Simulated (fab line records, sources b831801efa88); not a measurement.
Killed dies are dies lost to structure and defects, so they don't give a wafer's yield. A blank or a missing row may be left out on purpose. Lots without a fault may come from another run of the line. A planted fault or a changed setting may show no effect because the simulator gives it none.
A struck lot beside a sound one | flow sky130 | 14 steps out of a route of 708
Sound: wafers L178.3, L178.5, L178.6. Struck: wafers L197.2, L197.6. The cause comes at the end.
At each step with rows: each side's tool, then ch and its chambers, then its first start. Under that, the readings that differ: sound wafers | struck wafers | difference of the means | sigmas: that difference in standard deviations of wafers without a fault.
alike: readings whose means differ by less than 2 such deviations, and words and numbers that are the same on both sides. not compared: withheld readings, readings that some wafer has no value for, bounds like >300 that may hide the same value, and numbers for which the record gives no deviation and whose values overlap.
The two part at a step that has a row with sigmas, a row that says differs or no value, or rows on one side only. Numbers that don't overlap but have no deviation are shown without sigmas and don't part them. A reading that every wafer of one side lacks parts them only if that side has two wafers or more.

first, 7 steps without rows for these wafers: SKY_METAL2_HMDS_08 (prime time 60 s); SKY_METAL2_COAT_09 (resist thk 60 nm); SKY_METAL2_COAT_10 (resist thk 450 nm); SKY_METAL2_SOFTBAKE_11 (time 90 s); SKY_METAL2_EXPOSE_12 (exposes mask MM2, target cd 140 nm); SKY_METAL2_PEB_13; SKY_METAL2_DEVELOP_14 (develop time 60 s).
SKY_METAL2_CD_MEAS_15: target cd 140 nm.
  sound on cd_sem-02, day 37 04:29; struck on cd_sem-01, day 41 23:46
  alike: cd_nm
SKY_METAL2_OVL_MEAS_16:
  sound on overlay-01, day 37 04:34; struck on overlay-02, day 41 23:52
  alike: METAL2_OVL
SKY_METAL2_DESCUM_17: chemistry O2, time 8 s.
  sound on rie_metal-04 ch 0,1, day 37 04:37; struck on rie_metal-03 ch 0, day 41 23:54
  alike: drypump_motor_current_A, oes_product_au
  not compared: rf_hours_counter_h
SKY_METAL2_ETCH_18: etches BARC in N2/H2, stops on SiO2, time 45.9 s, target depth 60 nm.
  sound on rie_metal-04 ch 0,1, day 37 04:39; struck on rie_metal-03 ch 0, day 41 23:56
  alike: drypump_motor_current_A, oes_product_au, throttle_valve_pct
  not compared: rf_hours_counter_h
SKY_METAL2_METAL_ETCH_19: etches the open film in Cl2/BCl3, stops on SiO2, target depth 360 nm, time 78 s.
  sound on rie_metal-04 ch 0,1, day 37 04:43; struck on rie_metal-03 ch 0, day 42 00:00
  alike: drypump_motor_current_A, oes_product_au, throttle_valve_pct
  not compared: rf_hours_counter_h
SKY_METAL2_STRIP_20: strips in O2/N2.
  sound on plasma_asher-04 ch 0,1, day 37 04:49; struck on plasma_asher-03 ch 0, day 42 00:05
  reading                     | sound       | struck  | difference | sigmas
  drypump_motor_current_A (A) | 6.8 6.3 6.8 | 5.5 5.5 | -1.1       | -2
  overash_fraction            | 0.5 0.5 0.5 | 0.3 0.3 | -0.2       |
  alike: oes_product_au, strip_time_to_endpoint_s
  not compared: rf_hours_counter_h
then, 1 step without rows for these wafers: SKY_METAL2_STRIP_21 (strips in post etch residue remover, time 1200 s).

WHERE THEY PART
Only at SKY_METAL2_STRIP_20, within this record.

WHY: what the simulator had put in
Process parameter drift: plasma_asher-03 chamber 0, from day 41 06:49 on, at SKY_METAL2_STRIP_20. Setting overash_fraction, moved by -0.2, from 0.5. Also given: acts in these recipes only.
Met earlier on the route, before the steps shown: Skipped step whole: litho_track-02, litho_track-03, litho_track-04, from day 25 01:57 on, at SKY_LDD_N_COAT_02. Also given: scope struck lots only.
